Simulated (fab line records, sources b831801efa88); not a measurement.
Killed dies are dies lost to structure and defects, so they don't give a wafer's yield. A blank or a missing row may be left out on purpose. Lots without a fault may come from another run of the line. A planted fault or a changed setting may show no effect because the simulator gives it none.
Which tool did it? | flow sky130 | 12 lots, 36 wafers sampled, at 5 steps of a route of 708

WHAT THE GAUGES READ, wafer by wafer
The record holds no reading of a measuring or inspecting step that can be judged against a usual standard deviation.

WHICH TOOL RAN EACH LOT (tool, then ch and the chambers of the sampled wafers, then the start)
lot  | SKY_NWELL_STRIP_14                   | SKY_NWELL_RTA_28                 | SKY_VT_ADJUST_HVTP_STRIP_10          | SKY_LDD_LDN_IMPLANT_09          | SKY_PAD_OPEN_PROBE_99
L487 | plasma_asher-02 ch 0,1, day 4 14:20  | rtp_anneal-01 ch 0, day 5 09:01  | plasma_asher-04 ch 0,1, day 6 03:57  | implanter-04 ch 0, day 23 00:28 | -
L491 | plasma_asher-04 ch 0,1, day 5 14:15  | rtp_anneal-02 ch 0, day 6 08:46  | plasma_asher-02 ch 0,1, day 7 04:44  | implanter-04 ch 0, day 24 07:19 | -
L493 | plasma_asher-02 ch 0,1, day 6 00:18  | rtp_anneal-02 ch 0, day 6 19:58  | plasma_asher-02 ch 0,1, day 7 15:41  | implanter-04 ch 0, day 24 23:34 | -
L494 | plasma_asher-04 ch 0,1, day 6 11:34  | rtp_anneal-01 ch 0, day 7 07:43  | plasma_asher-04 ch 0,1, day 8 05:02  | implanter-04 ch 0, day 26 06:10 | -
L495 | plasma_asher-02 ch 0,1, day 6 14:11  | rtp_anneal-02 ch 0, day 7 09:56  | plasma_asher-03 ch 0,1, day 8 07:29  | implanter-04 ch 0, day 26 07:45 | -
L496 | plasma_asher-04 ch 0,1, day 6 22:33  | rtp_anneal-02 ch 0, day 7 18:22  | plasma_asher-04 ch 0,1, day 8 16:17  | implanter-04 ch 0, day 26 08:49 | -
L497 | plasma_asher-01 ch 0,1, day 7 04:24  | rtp_anneal-01 ch 0, day 8 00:49  | plasma_asher-03 ch 0,1, day 8 22:20  | implanter-02 ch 0, day 26 21:55 | prober-01, day 48 10:45
L498 | plasma_asher-01 ch 0,1, day 7 06:51  | rtp_anneal-02 ch 0, day 8 03:37  | plasma_asher-02 ch 0,1, day 9 00:28  | implanter-02 ch 0, day 26 17:43 | -
L499 | plasma_asher-04 ch 0,1, day 7 11:03  | rtp_anneal-01 ch 0, day 8 07:58  | plasma_asher-04 ch 0,1, day 9 05:15  | implanter-04 ch 0, day 27 02:42 | -
L506 | plasma_asher-04 ch 0,1, day 9 03:16  | rtp_anneal-01 ch 0, day 10 01:28 | plasma_asher-02 ch 0,1, day 10 23:38 | implanter-03 ch 0, day 29 11:49 | -
L508 | plasma_asher-01 ch 0,1, day 9 16:55  | rtp_anneal-01 ch 0, day 10 14:34 | plasma_asher-04 ch 0,1, day 11 12:50 | implanter-02 ch 0, day 30 02:22 | -
L510 | plasma_asher-01 ch 0,1, day 10 06:08 | rtp_anneal-02 ch 0, day 11 03:43 | plasma_asher-03 ch 0,1, day 12 04:02 | implanter-03 ch 0, day 30 22:28 | -
- SKY_NWELL_STRIP_14: strips in O2/N2.
- SKY_NWELL_RTA_28: time 30 s.
- SKY_VT_ADJUST_HVTP_STRIP_10: strips in O2/N2.
- SKY_LDD_LDN_IMPLANT_09
- SKY_PAD_OPEN_PROBE_99

WHAT THE TOOLS THEMSELVES READ (means of the sampled wafers that have a number; where no wafer has one, the mark that the record gives instead)
SKY_NWELL_STRIP_14. Usual: drypump_motor_current_A 6.0 A, standard deviation 0.39; oes_product_au 0.722 a.u., standard deviation 0.0049; strip_time_to_endpoint_s 36.92 s, standard deviation 0.09.
lot  | tool            | drypump_motor_current_A (A) | oes_product_au (a.u.) | strip_time_to_endpoint_s (s) | flag
L487 | plasma_asher-02 | 5.8                         | 0.718                 | 36.82                        |
L491 | plasma_asher-04 | 6.4                         | 0.720                 | 36.89                        |
L493 | plasma_asher-02 | 5.8                         | 0.724                 | 37.00                        |
L494 | plasma_asher-04 | 6.5                         | 0.726                 | 36.85                        |
L495 | plasma_asher-02 | 5.8                         | 0.725                 | 36.81                        |
L496 | plasma_asher-04 | 6.3                         | 0.721                 | 36.91                        |
L497 | plasma_asher-01 | 6.0                         | 0.720                 | 36.97                        |
L498 | plasma_asher-01 | 5.9                         | 0.722                 | 37.02                        |
L499 | plasma_asher-04 | 6.5                         | 0.723                 | 36.78                        |
L506 | plasma_asher-04 | 6.4                         | 0.724                 | 36.97                        |
L508 | plasma_asher-01 | 5.7                         | 0.723                 | 37.02                        |
L510 | plasma_asher-01 | 5.7                         | 0.724                 | 36.94                        |

SKY_NWELL_RTA_28. Usual: lamp_power_pct 25.30 %, standard deviation 0.054; wafer_temp_C_max 1054.9, standard deviation 0.92.
lot  | tool          | lamp_power_pct (%) | wafer_temp_C_max | flag
L487 | rtp_anneal-01 | 25.32              | 1054.0           |
L491 | rtp_anneal-02 | 25.27              | 1054.2           |
L493 | rtp_anneal-02 | 25.36              | 1055.2           |
L494 | rtp_anneal-01 | 25.34              | 1056.6           |
L495 | rtp_anneal-02 | 25.28              | 1054.8           |
L496 | rtp_anneal-02 | 25.31              | 1054.9           |
L497 | rtp_anneal-01 | 25.34              | 1054.6           |
L498 | rtp_anneal-02 | 25.28              | 1055.2           |
L499 | rtp_anneal-01 | 25.25              | 1054.3           |
L506 | rtp_anneal-01 | 25.36              | 1054.5           |
L508 | rtp_anneal-01 | 25.27              | 1054.8           |
L510 | rtp_anneal-02 | 25.28              | 1053.9           |

SKY_VT_ADJUST_HVTP_STRIP_10. Usual: drypump_motor_current_A 6.0 A, standard deviation 0.51; oes_product_au 0.715 a.u., standard deviation 0.0046; strip_time_to_endpoint_s 14.16 s, standard deviation 0.038.
lot  | tool            | drypump_motor_current_A (A) | oes_product_au (a.u.) | strip_time_to_endpoint_s (s) | flag
L487 | plasma_asher-04 | 6.4                         | 0.714                 | 14.21                        |
L491 | plasma_asher-02 | 5.7                         | 0.713                 | 14.13                        |
L493 | plasma_asher-02 | 5.8                         | 0.708                 | 14.21                        |
L494 | plasma_asher-04 | 6.4                         | 0.721                 | 14.16                        |
L495 | plasma_asher-03 | 5.6                         | 0.717                 | 14.16                        |
L496 | plasma_asher-04 | 6.4                         | 0.708                 | 14.20                        |
L497 | plasma_asher-03 | 5.6                         | 0.718                 | 14.16                        |
L498 | plasma_asher-02 | 5.6                         | 0.712                 | 14.21                        |
L499 | plasma_asher-04 | 6.3                         | 0.719                 | 14.14                        |
L506 | plasma_asher-02 | 5.7                         | 0.719                 | 14.13                        |
L508 | plasma_asher-04 | 6.5                         | 0.714                 | 14.13                        |
L510 | plasma_asher-03 | 5.6                         | 0.721                 | 14.21                        |

SKY_LDD_LDN_IMPLANT_09. Usual: beam_energy_keV 15.000, standard deviation 0.0044.
lot  | tool         | beam_energy_keV | flag
L487 | implanter-04 | 14.999          |
L491 | implanter-04 | 15.001          |
L493 | implanter-04 | 15.000          |
L494 | implanter-04 | 15.002          |
L495 | implanter-04 | 14.998          |
L496 | implanter-04 | 17.391          | OFF
L497 | implanter-02 | 14.993          |
L498 | implanter-02 | 14.998          |
L499 | implanter-04 | 17.396          | OFF
L506 | implanter-03 | 15.000          |
L508 | implanter-02 | 15.004          |
L510 | implanter-03 | 15.001          |

SKY_PAD_OPEN_PROBE_99. Usual: killed_at_M0_to_M3 43, standard deviation 7.7; killed_at_M4_up 2.9, standard deviation 1.7; killed_at_contacts 24, standard deviation 5.5; killed_at_front_end 15, standard deviation 4; killed_at_other 0.4, standard deviation 0.66; killed_dies 86, standard deviation 9.4; killed_open 47, standard deviation 6.7; killed_short 38, standard deviation 6.2.
lot  | tool      | killed_at_M0_to_M3 | killed_at_M4_up | killed_at_contacts | killed_at_front_end | killed_at_other | killed_dies | killed_open | killed_short | flag
L497 | prober-01 | 50                 | 3.7             | 23                 | 13                  | 0.0             | 89          | 52          | 37           |

THE ANSWER, worked out from the rows above alone
Rule: a lot is off if the mean of its wafers that have a number lies more than 3 standard deviations from the usual mean. A lot without any number at a reading at which 4 lots or more have one is off too. The other lots that the step has rows for count as sound. The gauges are gone through in route order, then the tools' own readings, and for those a lot's mean is taken as printed above. The first step at which some lot is off is used, and at that step the reading that is off furthest; a lot without a number counts as furthest.
Off: L496, L499, at SKY_LDD_LDN_IMPLANT_09 (beam_energy_keV).
A tool fits if, at that step or a process step before it, it ran every lot that is off, and no sound lot after the first of them. One fits: implanter-04 at SKY_LDD_LDN_IMPLANT_09. Its last sound lot is L495 (day 26 07:45), its first lot that is off L496 (day 26 08:49): a fault that began between those two fits.
The tool's own readings at SKY_LDD_LDN_IMPLANT_09 bear it out: on the lots that are off they differ by more than 5 times the standard deviation of the sound lots' means. beam_energy_keV reads 17.393 there against 15.000 on the sound lots.

WHAT THE SIMULATOR HAD PUT IN
Process parameter drift: implanter-04, from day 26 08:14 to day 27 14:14, at SKY_LDD_LDN_IMPLANT_09. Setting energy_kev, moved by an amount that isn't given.
Lots struck among those shown: L496, L499. The rule above found the same.
